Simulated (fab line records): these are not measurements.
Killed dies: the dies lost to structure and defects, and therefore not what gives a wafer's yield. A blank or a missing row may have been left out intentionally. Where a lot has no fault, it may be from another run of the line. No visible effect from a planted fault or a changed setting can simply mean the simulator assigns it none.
The tool behind it: which one?	flow gf180mcu	11 lots with 33 wafers sampled at 3 steps, on a route of 602 steps

## WHAT EACH GAUGE READ, for each wafer
GF_VT_IMPLANT_TW_MEAS_32.
lot	measured	on	VT_IMPLANT_3_TW
L534	day 6 20:32	filmMetro-02	267.2 266.8 268.7
L535	day 7 01:55	filmMetro-02	269.2 267.3 268.8
L536	day 7 08:09	filmMetro-02	267.5 266.1 268.0
L543	day 9 05:46	filmMetro-02	29.9 29.8 29.8
L549	day 11 00:35	filmMetro-02	266.8 266.4 265.6
L551	day 11 12:54	filmMetro-01	266.7 266.7 266.1
L552	day 11 20:55	filmMetro-02	264.7 266.3 266.4
L553	day 12 03:30	filmMetro-01	266.2 266.1 266.0
L554	day 12 07:31	filmMetro-01	266.6 265.9 266.5
L555	day 12 12:41	filmMetro-02	267.3 267.6 266.4
L557	day 13 04:05	filmMetro-03	268.0 266.9 268.0

## WHICH TOOL RAN EACH LOT (tool, then ch and the chambers of the sampled wafers, then the start)
lot	GF_VT_IMPLANT_STRIP_20	GF_VT_IMPLANT_STRIP_31
L534	plasmaAsher-03 ch 0, day 6 05:08	plasmaAsher-04 ch 1, day 6 20:26
L535	plasmaAsher-03 ch 0,1, day 6 10:14	plasmaAsher-04 ch 0,1, day 7 01:48
L536	plasmaAsher-03 ch 0,1, day 6 17:02	plasmaAsher-03 ch 0,1, day 7 08:03
L543	plasmaAsher-01 ch 0,1, day 8 13:05	plasmaAsher-01 ch 0,1, day 9 05:41
L549	plasmaAsher-04 ch 0,1, day 10 06:32	plasmaAsher-03 ch 0,1, day 11 00:29
L551	plasmaAsher-03 ch 0,1, day 10 18:39	plasmaAsher-03 ch 0, day 11 12:48
L552	plasmaAsher-04 ch 0,1, day 11 02:28	plasmaAsher-03 ch 0,1, day 11 20:49
L553	plasmaAsher-01 ch 0, day 11 08:32	plasmaAsher-04 ch 0,1, day 12 03:23
L554	plasmaAsher-03 ch 0,1, day 11 12:11	plasmaAsher-01 ch 0,1, day 12 07:26
L555	plasmaAsher-04 ch 0, day 11 17:32	plasmaAsher-04 ch 0,1, day 12 12:35
L557	plasmaAsher-04 ch 0,1, day 12 07:42	plasmaAsher-03 ch 0,1, day 13 03:59
- GF_VT_IMPLANT_STRIP_20: strips in O2/N2.
- GF_VT_IMPLANT_STRIP_31: strips in O2/N2.

## THE ANSWER, worked out from the rows above alone
Rule: what is usual is taken from the lots themselves. The widest of any qualifying gaps counts: lots, ordered by their means at a reading, are off when they make up no more than a third of the lots, leave a main group of 4 or more, and stand apart from it by 3 or more times the standard deviation of that group's means. A main group is skipped when, at the precision printed for the reading in the tables above, its means are all equal. A lot without any number at a reading at which 4 lots or more have one is off too. All remaining lots with rows at the step are treated as sound.
Off: L543, at GF_VT_IMPLANT_TW_MEAS_32 (VT_IMPLANT_3_TW). The main group has a mean of 266.9 with a standard deviation of 0.79.
A tool fits if, at a process step before that reading, it ran every lot that is off, and no sound lot after the first of them. Gauges at GF_VT_IMPLANT_TW_MEAS_32: tried the same way as those tools. None of those tried fits.

## WHAT THE SIMULATOR HAD INSERTED
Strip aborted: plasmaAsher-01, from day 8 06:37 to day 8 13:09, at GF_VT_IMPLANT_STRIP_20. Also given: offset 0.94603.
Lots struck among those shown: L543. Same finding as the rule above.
